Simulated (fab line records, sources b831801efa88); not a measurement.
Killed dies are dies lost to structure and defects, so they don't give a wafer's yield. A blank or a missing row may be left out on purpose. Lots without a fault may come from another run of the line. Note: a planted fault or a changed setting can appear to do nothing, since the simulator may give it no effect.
Tool commonality check | flow sky130 | 10 lots, 30 wafers sampled

WHAT PROMPTED THE OPENING
At SKY_POLY_GATE_THK_MEAS_01 the reading POLY_GATE_CVD_00_THK is flagged on 1 of 10 lots. Wafers without a fault read 179.7 nm, standard deviation 1.9.
Rule: a lot is flagged when every wafer of it that has a number lies more than 4 standard deviations from that mean, or none has a number. All remaining lots are regarded as sound.

lot  | measured     | on            | POLY_GATE_CVD_00_THK (nm), wafer by wafer | flag
L343 | day 13 23:04 | film-metro-03 | 178.4 177.9 178.7                         |
L346 | day 15 05:37 | film-metro-01 | 174.3 177.3 176.0                         |
L349 | day 16 05:38 | film-metro-03 | 178.1 178.5 179.0                         |
L350 | day 16 15:09 | film-metro-01 | 178.9 179.8 179.0                         |
L352 | day 17 02:47 | film-metro-04 | 180.9 180.8 180.2                         |
L355 | day 18 02:34 | film-metro-03 | 147.0 146.3 147.7                         | FLAGGED
L363 | day 21 02:53 | film-metro-03 | 180.4 180.9 182.6                         |
L364 | day 21 05:53 | film-metro-03 | 181.9 182.4 182.6                         |
L365 | day 21 20:07 | film-metro-04 | 180.4 178.7 179.8                         |
L366 | day 22 01:05 | film-metro-03 | 179.9 179.8 179.9                         |
The numbers of the flagged lots are 147.0 nm on average: -32.7 nm against the usual, or -17 standard deviations.

WHICH TOOL EACH LOT WENT THROUGH
The record keeps 1 process step preceding the reading, out of 708 steps on the route. Cell contents, in order: the tool; ch with the chambers the sampled wafers went through; the start.
lot  | flag    | SKY_POLY_GATE_CVD_00
L343 |         | lpcvd-01 ch 1, day 13 21:52
L346 |         | lpcvd-01 ch 0, day 15 04:24
L349 |         | lpcvd-01 ch 1, day 16 04:25
L350 |         | lpcvd-01 ch 0, day 16 13:21
L352 |         | lpcvd-01 ch 0, day 17 01:34
L355 | FLAGGED | lpcvd-01 ch 0, day 18 01:22
L363 |         | lpcvd-01 ch 0, day 21 01:41
L364 |         | lpcvd-01 ch 1, day 21 04:40
L365 |         | lpcvd-01 ch 1, day 21 18:54
L366 |         | lpcvd-01 ch 1, day 21 23:53
What the steps here do:
- SKY_POLY_GATE_CVD_00: deposits poly-Si, target thk 180 nm, time 720 s.
- SKY_POLY_GATE_THK_MEAS_01

FLAGGED OVER TOTAL, TOOL BY TOOL (the gauges that took the reading come last)
step                      | tool          | lots run | flagged | share of the flagged lots | sound lots run after its first flagged lot
SKY_POLY_GATE_CVD_00      | lpcvd-01      | 10       | 1       | all                       | 4 (L363,L364,L365,L366)
SKY_POLY_GATE_THK_MEAS_01 | film-metro-01 | 2        | 0       | none                      | -
SKY_POLY_GATE_THK_MEAS_01 | film-metro-03 | 6        | 1       | all                       | 3 (L363,L364,L366)
SKY_POLY_GATE_THK_MEAS_01 | film-metro-04 | 2        | 0       | none                      | -

WHAT IS ALLOWED BY THE TABLE
Every flagged lot went through 2 rows of the table: lpcvd-01 at SKY_POLY_GATE_CVD_00 and film-metro-03 at SKY_POLY_GATE_THK_MEAS_01.
- lpcvd-01 at SKY_POLY_GATE_CVD_00: 1 of its 10 lots flagged. Lots that were sound ran on it after the first flagged one (L363, L364, L365, L366); a persistent fault on the entire tool would not allow that. Its own readings (spike-tc-bottom-C, spike-tc-centre-C, spike-tc-lower-C, spike-tc-upper-C) fall more than 4 standard deviations out on all wafers of the flagged lots.
- film-metro-03 at SKY_POLY_GATE_THK_MEAS_01: 1 of its 6 lots flagged. Lots that were sound ran on it after the first flagged one (L363, L364, L366); a persistent fault on the entire tool would not allow that.
None of the table's rows ran every flagged lot and, after the first, no sound lot.

WHAT THE SIMULATOR HAD INSERTED
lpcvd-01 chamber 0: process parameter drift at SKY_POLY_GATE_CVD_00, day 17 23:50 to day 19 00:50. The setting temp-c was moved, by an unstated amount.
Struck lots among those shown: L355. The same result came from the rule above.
